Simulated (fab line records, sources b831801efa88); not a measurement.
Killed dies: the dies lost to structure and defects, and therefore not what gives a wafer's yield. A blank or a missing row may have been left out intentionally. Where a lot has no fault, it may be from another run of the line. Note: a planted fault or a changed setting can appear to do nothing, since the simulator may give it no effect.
Chamber matching    flow gf180mcu    GF_V1_STRIP_19 on wetBench-02: 3 sister chambers
The step strips in post etch residue remover, time 1200 s. 14 wafers are shown with their chamber, then 7 later ones without.

== WAFERS PAIRED WITH THEIR CHAMBERS ==
wafer   chamber  bathGuardTempC (C)  bathHeatDutyPct (%)
L762.1  3        72.8                14.3
L762.3  3        73.3                15.3
L762.4  3        72.7                14.3
L766.1  1        71.7                14.3
L766.2  1        72.0                15.6
L766.4  1        71.8                14.0
L767.3  0        72.1                14.8
L767.4  0        71.7                15.3
L767.6  0        71.7                14.2
L774.1  0        72.1                14.3
L774.5  0        72.2                15.5
L774.6  0        71.9                14.9
L775.1  1        71.5                15.0
L775.3  1        72.1                14.3

SIGNATURES (averages over the wafers above)
reading          chamber 0  chamber 1  chamber 3  scatter within a chamber
bathGuardTempC   71.950     71.820     72.933     0.247
bathHeatDutyPct  14.833     14.640     14.633     0.581
Rule: a wafer's distance from a chamber is the root of the sum, over the readings, of the square of ((its reading less the chamber's mean) divided by the reading's scatter). The wafer belongs to the nearest chamber; if the next one is less than 2 further off, it can't be placed. The scatter is the square root of a quotient: the sum, over the shown wafers, of each reading's squared deviation from its chamber's mean, divided by wafers minus chambers.

== WAFERS WITHOUT THEIR CHAMBER ==
wafer   bathGuardTempC (C)  bathHeatDutyPct (%)
L775.6  71.7                13.3
L776.1  71.6                15.5
L776.2  71.6                14.4
L776.5  72.2                14.9
L777.1  71.6                15.4
L777.5  71.8                15.5
L777.6  72.0                14.5

== EACH ONE'S CHAMBER ==
wafer   from the rows above           in truth
L775.6  can't be placed: 1 or 0       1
L776.1  can't be placed: 1 or 0       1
L776.2  can't be placed: 1 or 0       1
L776.5  can't be placed: 0 or 1 or 3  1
L777.1  can't be placed: 1 or 0       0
L777.5  can't be placed: 0 or 1       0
L777.6  can't be placed: 0 or 1       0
Correctly placed: 0 of 7. These rows do not allow placing 7 (true chamber among the candidates in 7). 0 placed wrongly.
